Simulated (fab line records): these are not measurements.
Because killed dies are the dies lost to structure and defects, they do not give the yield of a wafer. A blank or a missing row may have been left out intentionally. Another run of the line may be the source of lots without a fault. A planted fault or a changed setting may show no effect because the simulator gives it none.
One fault seen from 2 desks ; flow gf180mcu ; each desk holds nothing but its own numbers, with what lay behind them at the end

## AT THE METROLOGY DESK
Lot by lot, what the gauges showed, no matter which tool ran the lot: averages of those sampled wafers that carry a number. If a lot's mean is further than 4 standard deviations from the usual mean, the lot is out of limits and carries the mark OUT (the distance appears in the brackets).
Columns: A = TOP_METAL_OVL at GF_TOP_METAL_OVL_MEAS_15, usual 0.8 nm
lot;first seen here;A
L435;day 28 00:35;0.8
L437;day 28 17:47;0.4
L439;day 29 06:56;0.7
L438;day 29 10:25;0.8
L441;day 29 23:35;0.1
L442;day 30 04:35;0.7
L444;day 30 21:47;0.3
L445;day 31 01:59;-0.5
L452;day 32 21:26;0.6
L454;day 33 08:52;1.6
L455;day 33 12:26;2.3
L456;day 33 22:35;-1.3
L457;day 34 03:53;1.1
This desk found nothing out of limits on any of the 13 lots.

## THE TOOL OWNER'S DESK: plasma-asher-04
The tool's own readings at GF_V4_STRIP_18 (strips in O2/N2): means of the sampled wafers that have a number, for each lot that ran on this tool. If a lot's mean is further than 4 standard deviations from the usual mean, the lot is out of limits and carries the mark OUT (the distance appears in the brackets).
Columns: A = drypump-motor-current-A at GF_V4_STRIP_18, usual 5.3 A; B = heater-power-w at GF_V4_STRIP_18, usual 323 W; C = oes-product-au at GF_V4_STRIP_18, usual 0.593 a.u.
lot;first seen here;A;B;C
L435;day 24 09:25;5.0;315;0.594
L439;day 25 18:02;5.5;321;0.592
L438;day 25 20:02;5.3;319;0.598
L442;day 26 17:35;5.3;319;0.593
L445;day 27 17:23;5.0;313;0.593
L454;day 30 06:34;5.0;313;0.593
L455;day 30 13:49;5.3;319;0.591
L456;day 30 22:17;5.0;310;0.596
L457;day 31 04:08;4.8;311;0.590
This desk found nothing out of limits on any of the 9 lots.

## BROUGHT TOGETHER
At the metrology desk, nothing out of limits was observed.
The desk of the tool owner found nothing out of limits.

## WHAT THE SIMULATOR HAD PUT IN
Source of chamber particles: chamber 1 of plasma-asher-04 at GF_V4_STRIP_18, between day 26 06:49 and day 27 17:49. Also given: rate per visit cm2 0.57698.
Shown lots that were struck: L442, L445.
